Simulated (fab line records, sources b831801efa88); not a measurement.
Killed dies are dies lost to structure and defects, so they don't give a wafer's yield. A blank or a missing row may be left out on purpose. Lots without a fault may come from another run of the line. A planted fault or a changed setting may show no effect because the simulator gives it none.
Problem report in the 8D (eight disciplines) form, filled by code | flow gf180mcu | the parts of the form that need people (team, actions taken, sign-off) are left out

1. THE PROBLEM
PSD_TW at GF_PSD_TW_MEAS_11 reads a mean of 3442 on 6 wafers of 2 lots; wafers without a fault read 3206 with a standard deviation of 15. That is +16 standard deviations from the usual mean.
First seen on wafer L619.2, day 19 06:53, on film_metro-04. The record holds 30 wafers of 10 lots with a number at this step. Rule for "out", or "out of limits": more than 4 standard deviations from the usual mean. The other wafers with a number count as sound.

2. WHAT IT IS AND WHAT IT IS NOT
question                    | is                           | is not
which readings at this step | PSD_TW                       | -
which lots                  | L619, L620                   | L605, L607, L609, L610, L612, L623, L625, L628
which wafers of those lots  | all that have a number       | -
read on which gauges        | film_metro-01, film_metro-04 | film_metro-02
when                        | from day 19 06:53            | up to then (15 sound wafers); but 9 sound wafers of L623, L625, L628 came after

3. SUSPECTS, AND WHAT RULES EACH OUT
Counting: a tool at a process step up to the reading stays a suspect if it ran every lot that is out and no sound lot after the first of them.
- the gauge at GF_PSD_TW_MEAS_11: ruled out. The wafers that are out were read on 2 gauges (film_metro-01, film_metro-04).
- implanter-04 at GF_PSD_IMPLANT_09: kept. It ran every lot that is out, first L619 (day 19 06:40), and no sound lot after that; its last sound lot up to then is L610 (day 15 23:23). Its own readings are out on those wafers: beam_energy_keV.
Left after counting: implanter-04 at GF_PSD_IMPLANT_09.

4. THE CAUSE (what the simulator had put in)
Process parameter drift: implanter-04, from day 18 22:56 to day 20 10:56, at GF_PSD_IMPLANT_09. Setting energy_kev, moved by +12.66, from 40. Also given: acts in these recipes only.
Counting left only this tool.

5. THE CHAIN OF EFFECTS, in route order
Each row: a reading whose mean over the struck wafers that have a number lies more than 3 standard deviations from the usual. Only readings for which the record gives a usual standard deviation are gone through. hours: the time from each lot's start at the first step in this table that gives one to its start at this step, as a median over the lots. sigmas: the change in usual standard deviations.
hours | step              | reading                  | usual        | on struck wafers | change  | sigmas
0     | GF_PSD_IMPLANT_09 | beam_energy_keV          | 39.999       | 52.663           | +12.664 | +99 or more
0     | GF_PSD_STRIP_10   | oes_product_au           | 0.592 a.u.   | 0.568            | -0.024  | -4.8
0     | GF_PSD_STRIP_10   | strip_time_to_endpoint_s | 16.54 s      | 17.78            | +1.24   | +38
0     | GF_PSD_TW_MEAS_11 | PSD_TW                   | 3206         | 3442             | +236    | +16
1     | GF_PSD_RS_MEAS_15 | PSD_RS                   | 108.6 ohm/sq | 97.8             | -10.8   | -36
The process steps in it:
- GF_PSD_IMPLANT_09
- GF_PSD_STRIP_10: strips in O2/N2.
Later measuring or inspecting steps at which every struck wafer that the step has a row for has a number for every such reading, and none has moved that far: GF_V3_BOW_MEAS_05.

6. WHAT WOULD HAVE CAUGHT IT SOONER
In this record the first reading out of limits at a measuring or inspecting step was taken at day 19 06:53, 8 hours after the fault began at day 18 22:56.
The tool's own readings at GF_PSD_IMPLANT_09 were out on every struck wafer that the step has a row for (beam_energy_keV): an alarm limit on them would have fired on the first of those.
Of the lots that are out (2), L620 began GF_PSD_IMPLANT_09 on implanter-04 after day 19 06:53. A hold on the tool at that time would have spared it.
